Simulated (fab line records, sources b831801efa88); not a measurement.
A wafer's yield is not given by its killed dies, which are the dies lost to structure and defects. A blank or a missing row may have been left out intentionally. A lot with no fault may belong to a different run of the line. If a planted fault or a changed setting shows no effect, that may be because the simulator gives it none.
The tool behind it: which one? || flow sky130 || 36 wafers from 12 lots sampled at 5 of the route's 708 steps

WHAT THE GAUGES SHOWED, per wafer
SKY_VT_ADJUST_HVTP_OVL_MEAS_08. Usual: VT_ADJUST_HVTP_OVL gives 0.8 nm (standard deviation 1.5).
{"lot": "L399", "measured": "day 6 07:56", "on": "overlay-02", "VT_ADJUST_HVTP_OVL (nm)": "1.2 0.9 -0.3", "flag": ""}
{"lot": "L401", "measured": "day 6 14:25", "on": "overlay-02", "VT_ADJUST_HVTP_OVL (nm)": "0.4 -1.2 0.8", "flag": ""}
{"lot": "L402", "measured": "day 6 21:22", "on": "overlay-02", "VT_ADJUST_HVTP_OVL (nm)": "0.7 0.3 1.4", "flag": ""}
{"lot": "L404", "measured": "day 7 06:33", "on": "overlay-02", "VT_ADJUST_HVTP_OVL (nm)": "-0.1 2.0 0.9", "flag": ""}
{"lot": "L408", "measured": "day 8 17:39", "on": "overlay-02", "VT_ADJUST_HVTP_OVL (nm)": "1.4 2.6 1.8", "flag": ""}
{"lot": "L410", "measured": "day 8 20:12", "on": "overlay-02", "VT_ADJUST_HVTP_OVL (nm)": "-0.4 1.1 0.6", "flag": ""}
{"lot": "L411", "measured": "day 9 07:19", "on": "overlay-02", "VT_ADJUST_HVTP_OVL (nm)": "2.0 2.3 0.3", "flag": ""}
{"lot": "L417", "measured": "day 10 21:51", "on": "overlay-02", "VT_ADJUST_HVTP_OVL (nm)": "1.8 2.3 1.9", "flag": ""}
{"lot": "L418", "measured": "day 11 05:09", "on": "overlay-02", "VT_ADJUST_HVTP_OVL (nm)": "-0.8 0.7 1.3", "flag": ""}
{"lot": "L420", "measured": "day 11 22:12", "on": "overlay-01", "VT_ADJUST_HVTP_OVL (nm)": "0.9 0.7 -0.1", "flag": ""}
{"lot": "L421", "measured": "day 12 01:24", "on": "overlay-01", "VT_ADJUST_HVTP_OVL (nm)": "-1.7 -1.3 -3.2", "flag": ""}
{"lot": "L422", "measured": "day 12 04:00", "on": "overlay-01", "VT_ADJUST_HVTP_OVL (nm)": "-0.2 -2.6 -2.2", "flag": ""}

SKY_VT_ADJUST_LVTN_TW_MEAS_10. Usual: VT_ADJUST_LVTN_TW gives 239.0 (standard deviation 2.1).
{"lot": "L399", "measured": "day 7 03:07", "on": "film metro-01", "VT_ADJUST_LVTN_TW": "240.5 239.6 239.3", "flag": ""}
{"lot": "L401", "measured": "day 7 10:02", "on": "film metro-02", "VT_ADJUST_LVTN_TW": "240.2 241.1 238.9", "flag": ""}
{"lot": "L402", "measured": "day 7 17:22", "on": "film metro-02", "VT_ADJUST_LVTN_TW": "239.9 239.1 238.3", "flag": ""}
{"lot": "L404", "measured": "day 8 03:13", "on": "film metro-01", "VT_ADJUST_LVTN_TW": "239.8 238.9 240.1", "flag": ""}
{"lot": "L408", "measured": "day 9 16:13", "on": "film metro-03", "VT_ADJUST_LVTN_TW": "239.3 239.1 238.4", "flag": ""}
{"lot": "L410", "measured": "day 9 18:52", "on": "film metro-03", "VT_ADJUST_LVTN_TW": "238.3 237.5 238.0", "flag": ""}
{"lot": "L411", "measured": "day 10 06:17", "on": "film metro-03", "VT_ADJUST_LVTN_TW": "239.6 237.5 238.5", "flag": ""}
{"lot": "L417", "measured": "day 11 22:04", "on": "film metro-03", "VT_ADJUST_LVTN_TW": "238.3 240.0 236.8", "flag": ""}
{"lot": "L418", "measured": "day 12 05:40", "on": "film metro-02", "VT_ADJUST_LVTN_TW": "235.4 236.4 235.4", "flag": ""}
{"lot": "L420", "measured": "day 12 22:54", "on": "film metro-03", "VT_ADJUST_LVTN_TW": "239.5 237.9 239.1", "flag": ""}
{"lot": "L421", "measured": "day 13 01:58", "on": "film metro-01", "VT_ADJUST_LVTN_TW": "241.2 242.2 240.7", "flag": ""}
{"lot": "L422", "measured": "day 13 04:46", "on": "film metro-02", "VT_ADJUST_LVTN_TW": "234.3 233.6 234.1", "flag": ""}

SKY_LDD_HVP_OVL_MEAS_07. Usual: LDD_HVP_OVL gives 0.1 nm (standard deviation 1.5).
{"lot": "L399", "measured": "day 21 17:01", "on": "overlay-02", "LDD_HVP_OVL (nm)": "1.1 -0.6 0.7", "flag": ""}
{"lot": "L401", "measured": "day 22 04:44", "on": "overlay-02", "LDD_HVP_OVL (nm)": "-1.9 1.4 -3.2", "flag": ""}
{"lot": "L402", "measured": "day 23 01:25", "on": "overlay-01", "LDD_HVP_OVL (nm)": "-3.1 -0.2 -0.4", "flag": ""}
{"lot": "L404", "measured": "day 23 02:20", "on": "overlay-02", "LDD_HVP_OVL (nm)": "0.9 -1.0 -1.6", "flag": ""}
{"lot": "L408", "measured": "day 25 15:13", "on": "overlay-02", "LDD_HVP_OVL (nm)": "- - -", "flag": "OFF"}
{"lot": "L410", "measured": "day 25 15:19", "on": "overlay-01", "LDD_HVP_OVL (nm)": "- - -", "flag": "OFF"}
{"lot": "L411", "measured": "day 26 09:17", "on": "overlay-01", "LDD_HVP_OVL (nm)": "-0.8 -1.6 0.1", "flag": ""}
{"lot": "L417", "measured": "day 28 07:31", "on": "overlay-02", "LDD_HVP_OVL (nm)": "0.7 0.7 1.3", "flag": ""}
{"lot": "L418", "measured": "day 28 14:25", "on": "overlay-01", "LDD_HVP_OVL (nm)": "-1.0 1.7 0.3", "flag": ""}
{"lot": "L420", "measured": "day 29 09:13", "on": "overlay-02", "LDD_HVP_OVL (nm)": "0.7 0.0 2.2", "flag": ""}
{"lot": "L421", "measured": "day 29 09:37", "on": "overlay-02", "LDD_HVP_OVL (nm)": "-1.0 1.9 1.3", "flag": ""}
{"lot": "L422", "measured": "day 29 14:11", "on": "overlay-01", "LDD_HVP_OVL (nm)": "0.1 1.9 -0.1", "flag": ""}

EACH LOT AND THE TOOL THAT RAN IT (in order: tool; ch and the chambers of the sampled wafers; start)
{"lot": "L399", "SKY_VT_ADJUST_LVTN_STRIP_09": "plasma asher-03 ch 0, day 7 03:01", "SKY_LDD_HVP_COAT_02": "litho track-02 ch 0, day 21 01:01"}
{"lot": "L401", "SKY_VT_ADJUST_LVTN_STRIP_09": "plasma asher-03 ch 0,1, day 7 09:56", "SKY_LDD_HVP_COAT_02": "litho track-03 ch 0, day 21 14:23"}
{"lot": "L402", "SKY_VT_ADJUST_LVTN_STRIP_09": "plasma asher-04 ch 0, day 7 17:16", "SKY_LDD_HVP_COAT_02": "litho track-04 ch 0, day 22 09:34"}
{"lot": "L404", "SKY_VT_ADJUST_LVTN_STRIP_09": "plasma asher-03 ch 0,1, day 8 03:07", "SKY_LDD_HVP_COAT_02": "litho track-04 ch 0, day 22 10:11"}
{"lot": "L408", "SKY_VT_ADJUST_LVTN_STRIP_09": "plasma asher-03 ch 0,1, day 9 16:07", "SKY_LDD_HVP_COAT_02": "litho track-03, day 25 00:04"}
{"lot": "L410", "SKY_VT_ADJUST_LVTN_STRIP_09": "plasma asher-03 ch 0,1, day 9 18:46", "SKY_LDD_HVP_COAT_02": "litho track-02, day 25 00:34"}
{"lot": "L411", "SKY_VT_ADJUST_LVTN_STRIP_09": "plasma asher-04 ch 0,1, day 10 06:11", "SKY_LDD_HVP_COAT_02": "litho track-02 ch 0, day 25 18:27"}
{"lot": "L417", "SKY_VT_ADJUST_LVTN_STRIP_09": "plasma asher-03 ch 0,1, day 11 21:58", "SKY_LDD_HVP_COAT_02": "litho track-03 ch 0, day 27 17:20"}
{"lot": "L418", "SKY_VT_ADJUST_LVTN_STRIP_09": "plasma asher-03 ch 0,1, day 12 05:34", "SKY_LDD_HVP_COAT_02": "litho track-02 ch 0, day 28 00:19"}
{"lot": "L420", "SKY_VT_ADJUST_LVTN_STRIP_09": "plasma asher-04 ch 0,1, day 12 22:48", "SKY_LDD_HVP_COAT_02": "litho track-02 ch 0, day 28 19:43"}
{"lot": "L421", "SKY_VT_ADJUST_LVTN_STRIP_09": "plasma asher-02 ch 0,1, day 13 01:51", "SKY_LDD_HVP_COAT_02": "litho track-03 ch 0, day 28 20:02"}
{"lot": "L422", "SKY_VT_ADJUST_LVTN_STRIP_09": "plasma asher-04 ch 0,1, day 13 04:40", "SKY_LDD_HVP_COAT_02": "litho track-04 ch 0, day 29 00:47"}
- SKY_VT_ADJUST_LVTN_STRIP_09: strips in O2/N2.
- SKY_LDD_HVP_COAT_02: resist thk 300 nm.

AS READ BY THE TOOLS THEMSELVES (means over the sampled wafers that have a number; for cases with no such wafer, the mark the record gives instead)
SKY_VT_ADJUST_LVTN_STRIP_09. Usual: drypump motor current A 5.5 A, standard deviation 0.47; oes product au 0.722 a.u., standard deviation 0.0048; strip time to endpoint s 36.96 s, standard deviation 0.1.
{"lot": "L399", "tool": "plasma asher-03", "drypump motor current A (A)": 5.0, "oes product au (a.u.)": 0.724, "strip time to endpoint s (s)": 36.97, "flag": ""}
{"lot": "L401", "tool": "plasma asher-03", "drypump motor current A (A)": 5.3, "oes product au (a.u.)": 0.724, "strip time to endpoint s (s)": 36.96, "flag": ""}
{"lot": "L402", "tool": "plasma asher-04", "drypump motor current A (A)": 5.6, "oes product au (a.u.)": 0.716, "strip time to endpoint s (s)": 36.86, "flag": ""}
{"lot": "L404", "tool": "plasma asher-03", "drypump motor current A (A)": 5.3, "oes product au (a.u.)": 0.722, "strip time to endpoint s (s)": 37.02, "flag": ""}
{"lot": "L408", "tool": "plasma asher-03", "drypump motor current A (A)": 5.3, "oes product au (a.u.)": 0.722, "strip time to endpoint s (s)": 37.06, "flag": ""}
{"lot": "L410", "tool": "plasma asher-03", "drypump motor current A (A)": 5.6, "oes product au (a.u.)": 0.727, "strip time to endpoint s (s)": 36.97, "flag": ""}
{"lot": "L411", "tool": "plasma asher-04", "drypump motor current A (A)": 5.3, "oes product au (a.u.)": 0.721, "strip time to endpoint s (s)": 36.74, "flag": ""}
{"lot": "L417", "tool": "plasma asher-03", "drypump motor current A (A)": 5.3, "oes product au (a.u.)": 0.719, "strip time to endpoint s (s)": 37.11, "flag": ""}
{"lot": "L418", "tool": "plasma asher-03", "drypump motor current A (A)": 5.6, "oes product au (a.u.)": 0.719, "strip time to endpoint s (s)": 36.89, "flag": ""}
{"lot": "L420", "tool": "plasma asher-04", "drypump motor current A (A)": 5.3, "oes product au (a.u.)": 0.728, "strip time to endpoint s (s)": 36.99, "flag": ""}
{"lot": "L421", "tool": "plasma asher-02", "drypump motor current A (A)": 5.8, "oes product au (a.u.)": 0.724, "strip time to endpoint s (s)": 37.12, "flag": ""}
{"lot": "L422", "tool": "plasma asher-04", "drypump motor current A (A)": 5.5, "oes product au (a.u.)": 0.724, "strip time to endpoint s (s)": 36.94, "flag": ""}

SKY_LDD_HVP_COAT_02. Usual: chill plate temp C 22.98 C, standard deviation 0.096; dispense pressure kPa 47.9 kPa, standard deviation 2.3.
{"lot": "L399", "tool": "litho track-02", "chill plate temp C (C)": 23.01, "dispense pressure kPa (kPa)": 49.7, "flag": ""}
{"lot": "L401", "tool": "litho track-03", "chill plate temp C (C)": 23.02, "dispense pressure kPa (kPa)": 49.0, "flag": ""}
{"lot": "L402", "tool": "litho track-04", "chill plate temp C (C)": 22.94, "dispense pressure kPa (kPa)": 44.4, "flag": ""}
{"lot": "L404", "tool": "litho track-04", "chill plate temp C (C)": 23.07, "dispense pressure kPa (kPa)": 44.5, "flag": ""}
{"lot": "L408", "tool": "litho track-03", "chill plate temp C (C)": "-", "dispense pressure kPa (kPa)": "-", "flag": "OFF"}
{"lot": "L410", "tool": "litho track-02", "chill plate temp C (C)": "-", "dispense pressure kPa (kPa)": "-", "flag": "OFF"}
{"lot": "L411", "tool": "litho track-02", "chill plate temp C (C)": 23.03, "dispense pressure kPa (kPa)": 49.7, "flag": ""}
{"lot": "L417", "tool": "litho track-03", "chill plate temp C (C)": 22.96, "dispense pressure kPa (kPa)": 49.0, "flag": ""}
{"lot": "L418", "tool": "litho track-02", "chill plate temp C (C)": 22.97, "dispense pressure kPa (kPa)": 49.7, "flag": ""}
{"lot": "L420", "tool": "litho track-02", "chill plate temp C (C)": 22.94, "dispense pressure kPa (kPa)": 49.7, "flag": ""}
{"lot": "L421", "tool": "litho track-03", "chill plate temp C (C)": 22.87, "dispense pressure kPa (kPa)": 49.0, "flag": ""}
{"lot": "L422", "tool": "litho track-04", "chill plate temp C (C)": 22.91, "dispense pressure kPa (kPa)": 44.4, "flag": ""}

THE ANSWER, worked out from the rows above alone
Rule: take the mean of a lot's wafers that have a number; if it is more than 3 standard deviations from the usual mean, the lot is off. Also off: a lot with no number at a reading for which 4 or more lots have one. The other lots that the step has rows for count as sound. Order of review: gauges by route order, followed by the tools' own readings, for which a lot's mean as printed above is used. The first step at which some lot is off is used, and at that step the reading that is off furthest; a lot without a number counts as furthest.
Off: at SKY_LDD_HVP_OVL_MEAS_07 (LDD_HVP_OVL), L408, L410. Without a number there: L408, L410.
If a tool, at a process step before that reading, ran all the lots that are off and no sound lot after the first of them, it fits. Not tried: the gauges at SKY_LDD_HVP_OVL_MEAS_07; whatever is off there is also off at SKY_LDD_HVP_COAT_02, on other tools, and gauge error can't account for it. No candidate that was tried fits.

WHAT WAS PUT IN BY THE SIMULATOR
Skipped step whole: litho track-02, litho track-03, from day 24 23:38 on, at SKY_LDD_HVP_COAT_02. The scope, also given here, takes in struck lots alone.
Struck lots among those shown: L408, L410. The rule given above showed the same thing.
